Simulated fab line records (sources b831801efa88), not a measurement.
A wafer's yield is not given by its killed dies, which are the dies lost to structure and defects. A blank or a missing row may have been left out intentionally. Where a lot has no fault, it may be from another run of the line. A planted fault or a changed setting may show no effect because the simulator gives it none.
Matching of chambers -- flow sky130 -- SKY_VIA4_CMP_21 on cmp-02 has 4 sister chambers
The step polishes, stops on SiO2, t overpolish 25 s, target thk 0 nm. 4 wafers are shown with their chamber, then 8 later ones without.

== WAFERS, EACH WITH ITS CHAMBER ==
wafer,chamber,motor_current_A (A)
L228.2,1,10.4
L230.3,0,13.4
L230.5,3,10.4
L234.2,2,12.1

== WAFERS WITHOUT THEIR CHAMBER ==
wafer,motor_current_A (A)
L234.3,9.9
L234.6,12.4
L239.2,10.4
L239.4,10.1
L239.5,11.1
L242.1,11.7
L242.4,12.8
L242.6,12.9

== WHICH CHAMBER EACH WENT THROUGH ==
wafer,from the rows above,in truth
L234.3,can't be placed: 1 or 3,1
L234.6,can't be placed: 2 or 0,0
L239.2,can't be placed: 1 or 3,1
L239.4,can't be placed: 1 or 3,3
L239.5,can't be placed: 1 or 3 or 2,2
L242.1,can't be placed: 2 or 1 or 3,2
L242.4,can't be placed: 0 or 2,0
L242.6,can't be placed: 0 or 2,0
Placed correctly: 0 of 8. Cannot be placed on the basis of these rows: 8; the candidates contain the true chamber in 8. Number placed wrongly: 0.
How it was worked out, from the rows above alone: a wafer's distance from a chamber is the root of the sum, over the readings, of the square of ((its reading less the chamber's mean) divided by the reading's scatter). If the next closest chamber is less than 2 further off than the closest, the wafer can't be placed; otherwise it belongs to the closest. The mean given for a chamber averages the wafers shown for that chamber. The scatter: root of mean squared gap, hidden wafer to nearest shown wafer, with one shown wafer a chamber.
